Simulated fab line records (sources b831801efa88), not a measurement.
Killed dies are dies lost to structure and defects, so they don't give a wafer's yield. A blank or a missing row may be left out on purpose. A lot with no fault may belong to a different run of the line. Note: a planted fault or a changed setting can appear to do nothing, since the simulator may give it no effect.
Which tool is to blame? ; flow gf180mcu ; 24 lots, 72 wafers sampled, at 6 steps of a route of 602

## WHAT THE GAUGES SHOWED, per wafer
GF_VT_IMPLANT_TW_MEAS_10. Usual: VT_IMPLANT_TW 564, standard deviation 7.9.
lot;measured;on;VT_IMPLANT_TW;flag
L074;day 5 16:13;film metro-01;557 555 553;
L075;day 5 22:41;film metro-04;571 574 571;
L076;day 6 02:37;film metro-04;574 569 573;
L077;day 6 04:30;film metro-02;561 562 560;
L078;day 6 17:40;film metro-04;572 576 575;
L079;day 6 21:06;film metro-02;566 561 565;
L080;day 7 09:30;film metro-02;558 559 558;
L081;day 7 14:43;film metro-04;569 569 569;
L082;day 7 22:35;film metro-02;559 560 561;
L083;day 8 03:11;film metro-01;553 553 552;
L084;day 8 10:04;film metro-01;552 554 553;
L085;day 8 15:28;film metro-01;554 556 554;
L086;day 8 22:04;film metro-04;575 575 573;
L087;day 8 23:53;film metro-02;557 563 559;
L088;day 9 09:10;film metro-04;572 573 572;
L089;day 9 18:44;film metro-02;561 563 561;
L091;day 10 03:54;film metro-04;574 576 577;
L090;day 10 04:10;film metro-04;575 579 575;
L092;day 10 07:26;film metro-04;574 576 578;
L093;day 10 15:10;film metro-02;555 560 557;
L094;day 10 15:34;film metro-01;559 558 559;
L095;day 11 04:01;film metro-01;554 557 555;
L096;day 11 10:23;film metro-02;564 562 564;
L097;day 11 12:28;film metro-01;557 559 561;

GF_VT_IMPLANT_RS_MEAS_49: the measuring method here is four-point-probe. Usual: MVPSD_RS 1168.6 ohm/sq, standard deviation 3.
lot;measured;on;MVPSD_RS (ohm/sq);flag
L074;day 7 14:05;film metro-01;1166.6 1168.5 1167.2;
L075;day 7 19:40;film metro-04;1167.3 1168.4 1168.7;
L076;day 7 23:41;film metro-03;1174.1 1172.3 1172.4;
L077;day 8 03:09;film metro-04;1170.9 1168.5 1170.1;
L078;day 8 17:11;film metro-01;1169.4 1172.3 1168.0;
L079;day 8 20:59;film metro-01;1166.6 1164.8 1163.5;
L080;day 9 10:48;film metro-03;1166.7 1170.2 1169.9;
L081;day 9 17:29;film metro-01;1171.7 1169.4 1171.2;
L082;day 10 01:53;film metro-04;1170.3 1169.3 1170.4;
L083;day 10 06:05;film metro-01;1167.2 1168.4 1164.5;
L084;day 10 18:41;film metro-04;1167.7 1167.6 1166.2;
L085;day 10 20:05;film metro-01;1163.8 1164.2 1167.3;
L086;day 11 03:32;film metro-03;1170.2 1170.8 1169.5;
L087;day 11 05:32;film metro-01;1169.2 1163.6 1161.8;
L088;day 11 15:20;film metro-03;1167.4 1165.1 1165.7;
L089;day 12 04:07;film metro-01;1169.9 1166.2 1171.2;
L091;day 12 14:12;film metro-01;1166.1 1168.1 1168.1;
L090;day 12 14:26;film metro-03;1170.3 1174.6 1169.1;
L092;day 12 17:11;film metro-03;1169.2 1164.9 1168.8;
L093;day 13 01:02;film metro-01;1166.3 1165.3 1172.6;
L094;day 13 01:07;film metro-03;1170.2 1168.8 1169.3;
L095;day 13 14:45;film metro-04;1171.9 1174.7 1175.6;
L096;day 13 22:04;film metro-01;1167.5 1173.1 1166.2;
L097;day 13 23:11;film metro-04;1167.9 1169.2 1170.0;

GF_V4_THK_MEAS_25: measures by xrf. Usual: V4_W_THK 362 nm, standard deviation 7.5.
lot;measured;on;V4_W_THK (nm);flag
L074;day 24 18:17;film metro-04;355 360 356;
L075;day 24 22:28;film metro-04;361 364 359;
L076;day 25 00:14;film metro-01;359 363 357;
L077;day 25 07:07;film metro-01;365 370 366;
L078;day 25 21:04;film metro-03;359 355 362;
L079;day 26 02:02;film metro-04;370 366 366;
L080;day 26 17:38;film metro-03;356 361 358;
L081;day 27 01:11;film metro-03;371 373 368;
L082;day 27 09:20;film metro-01;365 361 359;
L083;day 27 12:26;film metro-03;370 365 367;
L084;day 28 03:59;film metro-03;368 367 368;
L085;day 28 08:40;film metro-03;370 374 372;
L086;day 28 11:50;film metro-04;359 351 362;
L087;day 28 16:25;film metro-01;369 369 368;
L088;day 29 04:14;film metro-04;366 362 361;
L089;day 29 12:14;film metro-01;361 352 355;
L091;day 30 00:04;film metro-04;362 360 360;
L090;day 30 02:52;film metro-01;369 365 372;
L092;day 30 03:08;film metro-01;352 361 350;
L093;day 30 12:14;film metro-03;378 367 369;
L094;day 30 12:25;film metro-03;362 353 355;
L095;day 31 00:07;film metro-03;370 367 372;
L096;day 31 05:42;film metro-04;358 361 358;
L097;day 31 05:58;film metro-04;352 341 347;

GF_V5_THK_MEAS_03. Usual: V5_CVD_02_THK 1448 nm, standard deviation 19.
lot;measured;on;V5_CVD_02_THK (nm);flag
L074;day 26 12:53;film metro-04;1428 1462 1471;
L075;day 26 18:39;film metro-03;1453 1471 1473;
L076;day 26 18:58;film metro-04;1433 1442 1445;
L077;day 27 02:59;film metro-03;1452 1449 1453;
L078;day 27 16:19;film metro-04;1465 1452 1450;
L079;day 27 20:53;film metro-03;1477 1446 1449;
L080;day 28 11:35;film metro-03;1452 1468 1462;
L081;day 28 18:39;film metro-04;1444 1457 1477;
L082;day 29 03:20;film metro-04;1452 1460 1473;
L083;day 29 04:56;film metro-03;1436 1475 1459;
L084;day 29 20:44;film metro-03;1428 1461 1456;
L085;day 30 00:04;film metro-03;1444 1432 1473;
L086;day 30 02:55;film metro-04;1467 1457 1480;
L087;day 30 08:06;film metro-03;1428 1449 1451;
L088;day 30 19:58;film metro-03;1422 1463 1470;
L089;day 31 01:58;film metro-03;1452 1458 1468;
L091;day 31 14:12;film metro-04;1459 1470 1455;
L090;day 31 16:32;film metro-04;1420 1435 1447;
L092;day 31 16:54;film metro-04;1434 1453 1451;
L093;day 32 01:45;film metro-03;1420 1439 1443;
L094;day 32 02:05;film metro-04;1431 1466 1450;
L095;day 32 11:40;film metro-03;1431 1456 1437;
L096;day 32 16:42;film metro-04;1425 1438 1455;
L097;day 32 17:14;film metro-03;1413 1439 1446;

GF_V5_BOW_MEAS_05. Usual: V5_BOW 135 um, standard deviation 9.1.
lot;measured;on;V5_BOW (um);flag
L074;day 26 13:14;film metro-04;139 147 143;
L075;day 26 19:01;film metro-03;129 129 129;
L076;day 26 19:20;film metro-04;132 125 117;
L077;day 27 03:22;film metro-03;125 128 132;
L078;day 27 16:40;film metro-04;118 131 142;
L079;day 27 21:17;film metro-03;133 140 145;
L080;day 28 11:59;film metro-03;140 130 134;
L081;day 28 19:01;film metro-04;139 138 155;
L082;day 29 03:43;film metro-04;140 142 148;
L083;day 29 05:19;film metro-04;138 121 142;
L084;day 29 21:05;film metro-04;149 152 156;
L085;day 30 00:41;film metro-03;137 135 131;
L086;day 30 03:32;film metro-04;135 140 131;
L087;day 30 08:28;film metro-03;139 142 156;
L088;day 30 20:32;film metro-03;138 142 134;
L089;day 31 02:28;film metro-04;148 139 149;
L091;day 31 14:42;film metro-04;128 137 143;
L090;day 31 16:56;film metro-04;137 126 146;
L092;day 31 17:17;film metro-04;129 129 130;
L093;day 32 06:04;film metro-04;126 121 126;
L094;day 32 06:40;film metro-03;126 140 136;
L095;day 32 12:07;film metro-03;142 143 128;
L096;day 32 17:05;film metro-04;127 138 130;
L097;day 32 18:32;film metro-03;132 133 119;

## WHICH TOOL RAN EACH LOT (tool, then ch and the chambers of the sampled wafers, then the start)
lot;GF_V4_SPUTTER_21
L074;pvd sputter-02, day 24 17:56
L075;pvd sputter-03, day 24 22:05
L076;pvd sputter-02, day 24 23:54
L077;pvd sputter-04, day 25 06:45
L078;pvd sputter-03, day 25 20:44
L079;pvd sputter-04, day 26 01:41
L080;pvd sputter-02, day 26 17:11
L081;pvd sputter-03, day 27 00:50
L082;pvd sputter-04, day 27 08:59
L083;pvd sputter-03, day 27 12:05
L084;pvd sputter-04, day 28 03:39
L085;pvd sputter-04, day 28 08:20
L086;pvd sputter-04, day 28 11:30
L087;pvd sputter-03, day 28 16:05
L088;pvd sputter-02, day 29 03:54
L089;pvd sputter-02, day 29 11:53
L091;pvd sputter-02, day 29 23:42
L090;pvd sputter-03, day 30 02:32
L092;pvd sputter-04, day 30 02:47
L093;pvd sputter-04, day 30 11:54
L094;pvd sputter-03, day 30 12:02
L095;pvd sputter-03, day 30 23:46
L096;pvd sputter-04, day 31 05:20
L097;pvd sputter-03, day 31 05:38
- GF_V4_SPUTTER_21: material Ti, target thk 15 nm, time 80.02 s.

## AS READ BY THE TOOLS THEMSELVES (means over the sampled wafers that have a number; for cases with no such wafer, the mark the record gives instead)
GF_V4_SPUTTER_21. Usual: 30.6 % for throttle valve pct, sd 1.
lot;tool;throttle valve pct (%);flag
L074;pvd sputter-02;29.5;
L075;pvd sputter-03;30.5;
L076;pvd sputter-02;29.6;
L077;pvd sputter-04;30.6;
L078;pvd sputter-03;30.3;
L079;pvd sputter-04;31.3;
L080;pvd sputter-02;30.3;
L081;pvd sputter-03;30.0;
L082;pvd sputter-04;31.1;
L083;pvd sputter-03;29.9;
L084;pvd sputter-04;30.7;
L085;pvd sputter-04;30.6;
L086;pvd sputter-04;31.7;
L087;pvd sputter-03;30.3;
L088;pvd sputter-02;29.6;
L089;pvd sputter-02;30.2;
L091;pvd sputter-02;30.3;
L090;pvd sputter-03;30.8;
L092;pvd sputter-04;30.5;
L093;pvd sputter-04;31.1;
L094;pvd sputter-03;30.8;
L095;pvd sputter-03;30.2;
L096;pvd sputter-04;31.1;
L097;pvd sputter-03;30.5;

## THE ANSWER, worked out from the rows above alone
Rule: take the mean of a lot's wafers that have a number; if it is more than 3 standard deviations from the usual mean, the lot is off. A lot without any number at a reading at which 4 lots or more have one is off too. Where the step has rows for the other lots, those lots are counted as sound. The gauges are gone through in route order, then the tools' own readings, and for those a lot's mean is taken as printed above. The first step at which some lot is off is used, and at that step the reading that is off furthest; a lot without a number counts as furthest.
None of the lots is off at any reading shown; this tells nothing.

## WHAT THE SIMULATOR HAD PUT IN
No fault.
